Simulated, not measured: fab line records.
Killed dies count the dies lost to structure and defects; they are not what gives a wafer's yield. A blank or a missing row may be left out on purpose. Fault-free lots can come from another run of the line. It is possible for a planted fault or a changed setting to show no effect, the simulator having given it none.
Chamber matching	flow sky130	SKY_CONTACT_ETCH_16 on rieDiel-01: 4 sister chambers
The step etches BARC in N2/H2, stops on SiO2, time 45.9 s, target depth 60 nm. 7 wafers are shown with their chamber, then 7 later ones without.

## WAFERS WITH THEIR CHAMBER
wafer	chamber	drypumpMotorCurrentA (A)	throttleValvePct (%)
L485.3	3	5.2	13.216
L485.6	1	5.6	13.222
L491.1	0	5.9	13.225
L491.3	2	4.9	13.225
L491.5	3	5.2	13.224
L492.2	2	4.9	13.214
L492.4	0	6.0	13.227

## WAFERS WITH NO CHAMBER GIVEN
wafer	drypumpMotorCurrentA (A)	throttleValvePct (%)
L492.6	4.9	13.235
L501.2	4.9	13.230
L501.5	5.2	13.222
L501.6	4.9	13.224
L503.3	4.9	13.233
L503.4	5.2	13.231
L503.6	4.9	13.243

## THE CHAMBER EACH PASSED THROUGH
wafer	from the rows above	in truth
L492.6	2	2
L501.2	2	2
L501.5	3	3
L501.6	2	2
L503.3	2	2
L503.4	3	3
L503.6	2	2
Correct placement for 7 of the 7. From these rows, 0 cannot be placed. Number placed wrongly: 0.
How it was worked out, from the rows above alone: a wafer's distance from a chamber is the root of the sum, over the readings, of the square of ((its reading less the chamber's mean) divided by the reading's scatter). If the next closest chamber is less than 2 further off than the closest, the wafer can't be placed; otherwise it belongs to the closest. Each chamber's mean is taken over the wafers shown for it. How the scatter is found: for the shown wafers, subtract from each reading the mean of its chamber, square and add these, divide the total by (wafers less chambers), then take the root.
